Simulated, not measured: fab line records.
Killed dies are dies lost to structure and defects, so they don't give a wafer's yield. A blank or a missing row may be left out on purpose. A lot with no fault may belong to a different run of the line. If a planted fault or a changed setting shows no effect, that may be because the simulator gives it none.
The same fault as seen by 2 desks ; flow gf180mcu ; every desk sees just its own numbers, and what lay behind them comes last

== AT THE METROLOGY DESK ==
Lot by lot, what the gauges showed, no matter which tool ran the lot: averages of those sampled wafers that carry a number. Any lot whose mean is over 4 standard deviations away from the usual mean is out of limits and marked OUT; that distance is given in the brackets.
Columns: A = VT_IMPLANT_03_OVL at GF_VT_IMPLANT_OVL_MEAS_40, usual 0.7 nm
lot;first seen here;A
L946;day 7 21:25;0.8
L947;day 8 05:13;0.8
L949;day 8 20:20;0.7
L950;day 8 23:08;1.1
L951;day 9 07:25;1.2
L952;day 9 08:41;-0.2
L955;day 10 10:04;0.7
L956;day 10 12:22;1.3
L957;day 10 22:21;1.3
L959;day 11 11:28;2.2
L960;day 11 18:44;-0.2
L961;day 12 00:57;0.8
L962;day 12 07:43;0.7
L963;day 12 14:51;-0.4
Finding of this desk: none of the 14 lots has anything out of limits.

== TOOL OWNER'S DESK, wet-bench-03 ==
The tool's own readings at GF_VT_IMPLANT_WET_ETCH_50 (etches SiO2 in dHF, target depth 20 nm, time 400 s): means of the sampled wafers that have a number, for each lot that ran on this tool. Any lot whose mean is over 4 standard deviations away from the usual mean is out of limits and marked OUT; that distance is given in the brackets.
Columns: A = temp-c at GF_VT_IMPLANT_WET_ETCH_50, usual 25.00 C
lot;first seen here;A
L949;day 8 21:18;25.04
L956;day 10 13:21;25.03
L957;day 10 23:19;25.22
L959;day 11 12:27;24.44 (-4.7) OUT
L963;day 12 15:50;24.46 (-4.5) OUT
This desk's finding: out of limits on L959, L963; first on L959, day 11 12:27 (temp-c at GF_VT_IMPLANT_WET_ETCH_50). In limits: L949, L956, L957.

== BROUGHT TOGETHER ==
On L959, L963, at day 11 12:27, an alarm was possible from the tool owner's desk.
At the metrology desk, nothing out of limits was observed.
The metrology desk holds a record of L959, L963, inside its limits.
Every lot named ran GF_VT_IMPLANT_WET_ETCH_50 on wet-bench-03.

== WHAT THE SIMULATOR PUT IN ==
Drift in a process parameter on wet-bench-03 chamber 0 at GF_VT_IMPLANT_WET_ETCH_50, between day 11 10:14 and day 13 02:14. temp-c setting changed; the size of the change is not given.
Shown lots that were struck: L959, L963.
Time in hours from fault onset to the first out-of-limits reading at each desk: the tool owner's desk, 2.
